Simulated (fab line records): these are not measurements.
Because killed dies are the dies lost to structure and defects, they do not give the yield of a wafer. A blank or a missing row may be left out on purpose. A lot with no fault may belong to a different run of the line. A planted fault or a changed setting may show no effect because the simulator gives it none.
Which tool was responsible? | flow gf180mcu | 6 lots with 18 wafers sampled at 2 steps, on a route of 602 steps

## WHAT EACH GAUGE READ, for each wafer
GF_VT_IMPLANT_OVL_MEAS_18.
lot  | measured     | on         | VT_IMPLANT_01_OVL (nm)
L501 | day 7 06:58  | overlay-02 | 1.2 0.9 0.3
L506 | day 8 10:34  | overlay-01 | -0.2 -1.9 0.4
L510 | day 9 09:05  | overlay-02 | - - -
L512 | day 9 22:13  | overlay-01 | - - -
L517 | day 11 05:19 | overlay-02 | -1.8 -0.2 -1.4
L520 | day 12 00:14 | overlay-02 | 1.0 1.8 0.6

## WHICH TOOL RAN EACH LOT (tool, then ch and the chambers of the sampled wafers, then the start)
lot  | GF_VT_IMPLANT_COAT_13
L501 | litho_track-02 ch 0, day 6 22:55
L506 | litho_track-04 ch 0, day 8 01:49
L510 | litho_track-04, day 9 00:25
L512 | litho_track-03, day 9 12:55
L517 | litho_track-03 ch 0, day 10 20:10
L520 | litho_track-04 ch 0, day 11 14:41
- GF_VT_IMPLANT_COAT_13: resist thk 1000 nm.

## THE ANSWER, worked out from the rows above alone
Rule: the lots themselves supply what counts as usual. The widest of any qualifying gaps counts: lots, ordered by their means at a reading, are off when they make up no more than a third of the lots, leave a main group of 4 or more, and stand apart from it by 3 or more times the standard deviation of that group's means. A main group whose means are all the same, to the digits that the tables above print for the reading, isn't used. A lot without any number at a reading at which 4 lots or more have one is off too. Where the step has rows for the other lots, those lots are counted as sound.
Off: L510, L512, seen at GF_VT_IMPLANT_OVL_MEAS_18 (VT_IMPLANT_01_OVL). Without a number there: L510, L512. Mean 0.1 nm and standard deviation 0.94 in the main group.
A tool fits if, at a process step before that reading, it ran every lot that is off, and no sound lot after the first of them. Those tools and the gauges at GF_VT_IMPLANT_OVL_MEAS_18 are tried in the same way. None of those tried fits.

## WHAT HAD BEEN PUT IN BY THE SIMULATOR
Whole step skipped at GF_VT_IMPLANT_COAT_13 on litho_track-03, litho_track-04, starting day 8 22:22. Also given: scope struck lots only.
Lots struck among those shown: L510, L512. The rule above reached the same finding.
